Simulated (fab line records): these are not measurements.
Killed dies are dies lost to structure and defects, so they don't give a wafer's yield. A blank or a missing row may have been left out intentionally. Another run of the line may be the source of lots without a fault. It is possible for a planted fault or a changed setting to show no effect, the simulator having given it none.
2 desks, one fault ; flow gf180mcu ; each desk has only its own numbers; what lay behind them comes last

THE METROLOGY DESK
What the gauges read, lot by lot, whatever tool the lot ran on: means of the sampled wafers that have a number. A lot is out of limits, marked OUT, if its mean lies more than 4 standard deviations from the usual mean; the brackets give that distance.
Columns: A = CONTACT_CVD_00_THK at GF_CONTACT_THK_MEAS_01, usual 303 nm; B = cdNm at GF_M1_CD_MEAS_14, usual 229.7 nm
lot;first seen here;A;B
L170;day 14 22:07;303;230.3
L171;day 15 06:56;298;228.2
L174;day 16 07:08;309;229.6
L176;day 17 02:36;305;232.7
L177;day 18 02:26;304;228.2
L178;day 18 03:56;303;229.8
L179;day 18 16:20;302;229.8
L182;day 20 14:55;301;215.9 (-12) OUT
L184;day 20 17:01;305;208.5 (-18) OUT
L189;day 21 22:39;304;230.3
L190;day 22 04:44;300;228.1
L191;day 22 12:56;301;228.8
L192;day 22 20:06;300;228.0
This desk's verdict: out of limits on L182, L184, starting with L182 at day 22 16:56 (cdNm at GF_M1_CD_MEAS_14). Within limits: L170, L171, L174, L176, L177, L178, L179, L189, L190, L191, L192.

DESK OF THE TOOL OWNER: krfScanner-02
The tool's own readings at GF_M1_EXPOSE_11 (exposes mask Metal1, target cd 230 nm): means of the sampled wafers that have a number, for each lot that ran on this tool. A lot is out of limits, marked OUT, if its mean lies more than 4 standard deviations from the usual mean; the brackets give that distance.
Columns: A = exposureDoseMJCm2 at GF_M1_EXPOSE_11, usual 27.996
lot;first seen here;A
L171;day 16 18:11;27.998
L174;day 17 18:35;28.038
L177;day 19 16:57;27.978
L182;day 22 04:49;28.024
L184;day 22 05:35;27.953
Result from this desk: across the 5 lots, nothing is out of limits.

TAKEN TOGETHER
Metrology desk: alarm possible at day 22 16:56 on L182, L184.
The tool owner's desk saw nothing out of limits.
The tool owner's desk has L182, L184 on record, within its limits.
On krfScanner-02, each named lot ran GF_M1_EXPOSE_11.

WHAT HAD BEEN PUT IN BY THE SIMULATOR
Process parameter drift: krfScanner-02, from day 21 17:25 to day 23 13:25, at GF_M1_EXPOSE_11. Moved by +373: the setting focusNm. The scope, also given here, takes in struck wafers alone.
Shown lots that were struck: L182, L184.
Per desk, hours elapsed from the start of the fault to the first reading out of limits: for the metrology desk, 24.
